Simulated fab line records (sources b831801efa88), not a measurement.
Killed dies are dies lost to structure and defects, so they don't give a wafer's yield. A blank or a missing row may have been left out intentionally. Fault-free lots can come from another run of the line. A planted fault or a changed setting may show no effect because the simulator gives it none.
Chamber matching + flow gf180mcu + rieSi-01 running GF_POLY_GATE_ETCH_13: 4 sister chambers
The step etches poly-Si in HBr/Cl2, stops on SiO2, target depth 198.5 nm, time 69.6 s. 16 wafers are shown with their chamber, then 8 later ones without.

WAFERS PAIRED WITH THEIR CHAMBERS
| wafer  | chamber | runLengthS (s) | biasW (W) | oesProductAu (a.u.) |
|--------|---------|----------------|-----------|---------------------|
| L924.1 | 0       | 98.0           | 99.8      | 0.992               |
| L924.2 | 2       | 98.0           | 99.9      | 0.992               |
| L924.4 | 3       | 97.3           | 100.1     | 0.998               |
| L925.1 | 1       | 98.2           | 100.2     | 0.986               |
| L925.2 | 3       | 97.4           | 99.8      | 0.999               |
| L925.3 | 2       | 97.8           | 99.9      | 0.987               |
| L926.2 | 3       | 96.9           | 100.1     | 0.991               |
| L926.4 | 3       | 97.0           | 99.7      | 0.990               |
| L926.5 | 1       | 97.7           | 100.2     | 0.993               |
| L929.4 | 3       | 97.0           | 99.8      | 0.990               |
| L929.5 | 0       | 98.5           | 99.4      | 0.992               |
| L929.6 | 1       | 97.9           | 100.8     | 0.991               |
| L930.1 | 1       | 98.2           | 99.8      | 0.994               |
| L930.2 | 2       | 98.2           | 100.2     | 0.987               |
| L930.6 | 3       | 97.0           | 99.8      | 0.989               |
| L944.1 | 1       | 97.7           | 99.6      | 0.987               |

SIGNATURES (averages over the wafers above)
| reading      | chamber 0 | chamber 1 | chamber 2 | chamber 3 | scatter within a chamber |
|--------------|-----------|-----------|-----------|-----------|--------------------------|
| runLengthS   | 98.250    | 97.940    | 98.000    | 97.100    | 0.234                    |
| biasW        | 99.600    | 100.120   | 100.000   | 99.883    | 0.308                    |
| oesProductAu | 0.99200   | 0.99020   | 0.98867   | 0.99283   | 0.00372                  |
Rule: a wafer lies at a distance from a chamber equal to the root of the sum of squares, over the readings, of (its reading less the chamber's mean, divided by the reading's scatter). If the next closest chamber is less than 2 further off than the closest, the wafer can't be placed; otherwise it belongs to the closest. The scatter: the root of (the sum of the squares of (reading less its chamber's mean) over the shown wafers, divided by (wafers less chambers)).

WAFERS MISSING THEIR CHAMBER
| wafer  | runLengthS (s) | biasW (W) | oesProductAu (a.u.) |
|--------|----------------|-----------|---------------------|
| L944.3 | 97.6           | 99.3      | 0.992               |
| L944.5 | 98.0           | 100.2     | 0.992               |
| L945.2 | 98.0           | 100.0     | 0.978               |
| L945.3 | 97.8           | 99.9      | 0.989               |
| L945.4 | 96.8           | 100.0     | 0.993               |
| L947.2 | 97.5           | 100.0     | 0.988               |
| L947.4 | 97.9           | 100.0     | 0.994               |
| L947.6 | 97.4           | 100.1     | 0.997               |

THE CHAMBER EACH PASSED THROUGH
| wafer  | from the rows above               | in truth |
|--------|-----------------------------------|----------|
| L944.3 | can't be placed: 3 or 0 or 2 or 1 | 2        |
| L944.5 | can't be placed: 1 or 2 or 0      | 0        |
| L945.2 | can't be placed: 2 or 1 or 0      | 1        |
| L945.3 | can't be placed: 2 or 1 or 0      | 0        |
| L945.4 | 3                                 | 3        |
| L947.2 | can't be placed: 1 or 2 or 3 or 0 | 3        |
| L947.4 | can't be placed: 1 or 2 or 0      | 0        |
| L947.6 | can't be placed: 3 or 1 or 2      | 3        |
1 of 8 placed correctly. Can't be placed from these rows: 7 (the true chamber is among the candidates in 7). 0 placed wrongly.
